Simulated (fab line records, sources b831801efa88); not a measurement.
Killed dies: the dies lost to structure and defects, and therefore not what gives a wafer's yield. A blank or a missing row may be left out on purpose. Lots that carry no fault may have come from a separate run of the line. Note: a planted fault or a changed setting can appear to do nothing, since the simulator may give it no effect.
Which tool did it? | flow gf180mcu | 11 lots, 33 wafers sampled, at 5 steps of a route of 602

## WHAT EACH GAUGE READ, for each wafer
GF_HV_LDD_CD_MEAS_19: the cd target is 400 nm.
lot  | measured     | on        | cd_nm (nm)
L279 | day 10 23:07 | cd_sem-02 | 397.8 397.7 400.7
L281 | day 11 13:48 | cd_sem-01 | 395.3 399.4 397.1
L282 | day 11 22:24 | cd_sem-01 | 402.9 404.7 403.1
L283 | day 12 03:19 | cd_sem-01 | 401.2 401.9 401.2
L285 | day 12 11:32 | cd_sem-01 | 400.5 400.2 399.0
L291 | day 14 09:47 | cd_sem-01 | 396.2 395.2 397.2
L292 | day 14 23:20 | cd_sem-02 | 397.8 401.3 400.9
L293 | day 15 05:35 | cd_sem-01 | 397.8 399.2 399.5
L295 | day 15 19:16 | cd_sem-01 | 399.3 399.6 398.2
L297 | day 16 12:52 | cd_sem-01 | 395.4 396.2 396.4
L299 | day 17 00:02 | cd_sem-01 | 397.6 397.3 399.2

## EACH LOT AND THE TOOL THAT RAN IT (in order: tool; ch and the chambers of the sampled wafers; start)
lot  | GF_VT_IMPLANT_STRIP_42               | GF_POLY_GATE_ETCH_12               | GF_POLY_GATE_ETCH_13             | GF_POLY_GATE_STRIP_14
L279 | plasma_asher-02 ch 0,1, day 7 18:44  | rie_diel-04 ch 1,2, day 9 08:59    | rie_si-02 ch 1,2, day 9 09:02    | plasma_asher-01 ch 0,1, day 9 09:05
L281 | plasma_asher-04 ch 0,1, day 8 09:10  | rie_diel-02 ch 0,2,3, day 10 00:20 | rie_si-01 ch 0,1, day 10 00:23   | plasma_asher-01 ch 0,1, day 10 00:29
L282 | plasma_asher-04 ch 0,1, day 8 15:10  | rie_diel-02 ch 2,3, day 10 07:30   | rie_si-01 ch 0,3, day 10 07:33   | plasma_asher-02 ch 0, day 10 07:37
L283 | plasma_asher-02 ch 0,1, day 8 19:38  | rie_diel-04 ch 0,1,2, day 10 11:33 | rie_si-02 ch 0,3, day 10 11:36   | plasma_asher-01 ch 0,1, day 10 11:41
L285 | plasma_asher-03 ch 0,1, day 9 05:37  | rie_diel-03 ch 0,2,3, day 10 21:42 | rie_si-01 ch 1,3, day 10 21:45   | plasma_asher-01 ch 0,1, day 10 21:49
L291 | plasma_asher-04 ch 1, day 10 20:55   | rie_diel-02 ch 0,2, day 12 15:49   | rie_si-01 ch 2,3, day 12 15:52   | plasma_asher-04 ch 0,1, day 12 15:55
L292 | plasma_asher-02 ch 0,1, day 11 07:38 | rie_diel-04 ch 0,1, day 13 04:02   | rie_si-02 ch 0,1,2, day 13 04:05 | plasma_asher-02 ch 0,1, day 13 04:08
L293 | plasma_asher-03 ch 0,1, day 11 10:22 | rie_diel-02 ch 0,1,3, day 13 07:17 | rie_si-02 ch 0,1, day 13 07:20   | plasma_asher-01 ch 0,1, day 13 07:23
L295 | plasma_asher-03 ch 0,1, day 12 01:27 | rie_diel-04 ch 0,1,3, day 13 22:59 | rie_si-01 ch 1,2,3, day 13 23:02 | plasma_asher-02 ch 0,1, day 13 23:05
L297 | plasma_asher-02 ch 0,1, day 12 14:09 | rie_diel-02 ch 0,1,3, day 14 14:20 | rie_si-02 ch 1,3, day 14 14:23   | plasma_asher-04 ch 0,1, day 14 14:26
L299 | plasma_asher-04 ch 0,1, day 13 02:00 | rie_diel-02 ch 0,1, day 15 01:54   | rie_si-02 ch 0,2, day 15 01:57   | plasma_asher-02 ch 0,1, day 15 02:01
- GF_VT_IMPLANT_STRIP_42: strips in O2/N2.
- GF_POLY_GATE_ETCH_12: etches BARC in N2/H2.
- GF_POLY_GATE_ETCH_13: etches poly-Si in HBr/Cl2, stops on SiO2, target depth 198.5 nm, time 69.6 s.
- GF_POLY_GATE_STRIP_14: strips in O2/N2.

## WHAT THE TOOLS THEMSELVES READ (means of the sampled wafers that have a number; where no wafer has one, the mark that the record gives instead)
GF_VT_IMPLANT_STRIP_42.
lot  | tool            | drypump_motor_current_A (A) | heater_power_w (W) | o2_flow_sccm (sccm) | oes_product_au (a.u.) | strip_time_to_endpoint_s (s)
L279 | plasma_asher-02 | 5.71                        | 367                | 2998                | 0.716                 | 12.64
L281 | plasma_asher-04 | 5.71                        | 302                | 3006                | 0.714                 | 12.65
L282 | plasma_asher-04 | 5.69                        | 305                | 2993                | 0.718                 | 12.59
L283 | plasma_asher-02 | 5.47                        | 365                | 3007                | 0.711                 | 12.67
L285 | plasma_asher-03 | 5.53                        | 389                | 2997                | 0.714                 | 12.66
L291 | plasma_asher-04 | 5.41                        | 268                | 3001                | 0.720                 | 12.66
L292 | plasma_asher-02 | 5.71                        | 360                | 2994                | 0.717                 | 12.66
L293 | plasma_asher-03 | 5.53                        | 391                | 3000                | 0.713                 | 12.61
L295 | plasma_asher-03 | 5.58                        | 364                | 3003                | 0.718                 | 12.65
L297 | plasma_asher-02 | 5.72                        | 363                | 2991                | 0.718                 | 12.66
L299 | plasma_asher-04 | 5.70                        | 302                | 3006                | 0.717                 | 12.62

GF_POLY_GATE_ETCH_12.
lot  | tool        | drypump_motor_current_A (A) | oes_product_au (a.u.) | throttle_valve_pct (%)
L279 | rie_diel-04 | 5.44                        | 0.734                 | 13.210
L281 | rie_diel-02 | 5.67                        | 0.736                 | 13.225
L282 | rie_diel-02 | 5.86                        | 0.741                 | 13.217
L283 | rie_diel-04 | 5.47                        | 0.732                 | 13.208
L285 | rie_diel-03 | 5.61                        | 0.740                 | 13.228
L291 | rie_diel-02 | 5.84                        | 0.731                 | 13.218
L292 | rie_diel-04 | 5.46                        | 0.735                 | 13.213
L293 | rie_diel-02 | 5.54                        | 0.734                 | 13.215
L295 | rie_diel-04 | 5.48                        | 0.739                 | 13.217
L297 | rie_diel-02 | 5.53                        | 0.743                 | 13.211
L299 | rie_diel-02 | 5.51                        | 0.732                 | 13.212

GF_POLY_GATE_ETCH_13.
lot  | tool      | drypump_motor_current_A (A) | oes_product_au (a.u.) | throttle_valve_pct (%)
L279 | rie_si-02 | 5.39                        | 0.984                 | 33.680
L281 | rie_si-01 | 5.70                        | 0.989                 | 33.679
L282 | rie_si-01 | 5.68                        | 0.996                 | 33.687
L283 | rie_si-02 | 5.55                        | 0.995                 | 33.683
L285 | rie_si-01 | 5.71                        | 0.992                 | 33.688
L291 | rie_si-01 | 5.42                        | 0.858                 | 33.687
L292 | rie_si-02 | 5.44                        | 0.989                 | 33.689
L293 | rie_si-02 | 5.45                        | 0.999                 | 33.680
L295 | rie_si-01 | 5.56                        | 0.857                 | 33.696
L297 | rie_si-02 | 5.44                        | 0.990                 | 33.688
L299 | rie_si-02 | 5.53                        | 0.994                 | 33.683

GF_POLY_GATE_STRIP_14.
lot  | tool            | drypump_motor_current_A (A) | heater_power_w (W) | o2_flow_sccm (sccm) | oes_product_au (a.u.)
L279 | plasma_asher-01 | 6.2                         | 299                | 2998                | 0.506
L281 | plasma_asher-01 | 6.0                         | 314                | 3006                | 0.504
L282 | plasma_asher-02 | 6.0                         | 359                | 2999                | 0.502
L283 | plasma_asher-01 | 6.0                         | 319                | 3006                | 0.504
L285 | plasma_asher-01 | 6.2                         | 299                | 3010                | 0.506
L291 | plasma_asher-04 | 5.7                         | 303                | 2996                | 0.492
L292 | plasma_asher-02 | 5.5                         | 365                | 3002                | 0.505
L293 | plasma_asher-01 | 6.2                         | 300                | 3002                | 0.502
L295 | plasma_asher-02 | 5.5                         | 362                | 3007                | 0.496
L297 | plasma_asher-04 | 5.5                         | 285                | 2995                | 0.503
L299 | plasma_asher-02 | 5.7                         | 362                | 2992                | 0.505

## THE ANSWER, worked out from the rows above alone
Rule: the usual values come from the lots themselves. Put in order of their means at a reading, lots are off if they are a third of the lots or fewer, leave a main group of 4 or more, and stand apart from it by a gap of 3 or more times the standard deviation of the main group's means; of several such gaps the widest counts. A main group is skipped when, at the precision printed for the reading in the tables above, its means are all equal. Also off: a lot with no number at a reading for which 4 or more lots have one. All remaining lots with rows at the step are treated as sound. Order of review: gauges by route order, followed by the tools' own readings, for which a lot's mean as printed above is used. The first step at which some lot is off is used, and at that step the reading that is off furthest; a lot without a number counts as furthest.
Off: L291, L295, at GF_POLY_GATE_ETCH_13 (oes_product_au). Mean 0.992 a.u. and standard deviation 0.0043 in the main group.
A tool fits if, at that step or a process step before it, it ran every lot that is off, and no sound lot after the first of them. One candidate fits, namely rie_si-01 at GF_POLY_GATE_ETCH_13. Its last sound lot is L285 (day 10 21:45), its first lot that is off L291 (day 12 15:52): a fault that began between those two fits.
The tool's own readings at GF_POLY_GATE_ETCH_13 bear it out: on the lots that are off they differ by more than 5 times the standard deviation of the sound lots' means. oes_product_au reads 0.857 a.u. there against 0.992 a.u. on the sound lots.

## WHAT THE SIMULATOR HAD PUT IN
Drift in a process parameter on rie_si-01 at GF_POLY_GATE_ETCH_13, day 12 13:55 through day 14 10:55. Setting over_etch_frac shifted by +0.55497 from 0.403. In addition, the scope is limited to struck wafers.
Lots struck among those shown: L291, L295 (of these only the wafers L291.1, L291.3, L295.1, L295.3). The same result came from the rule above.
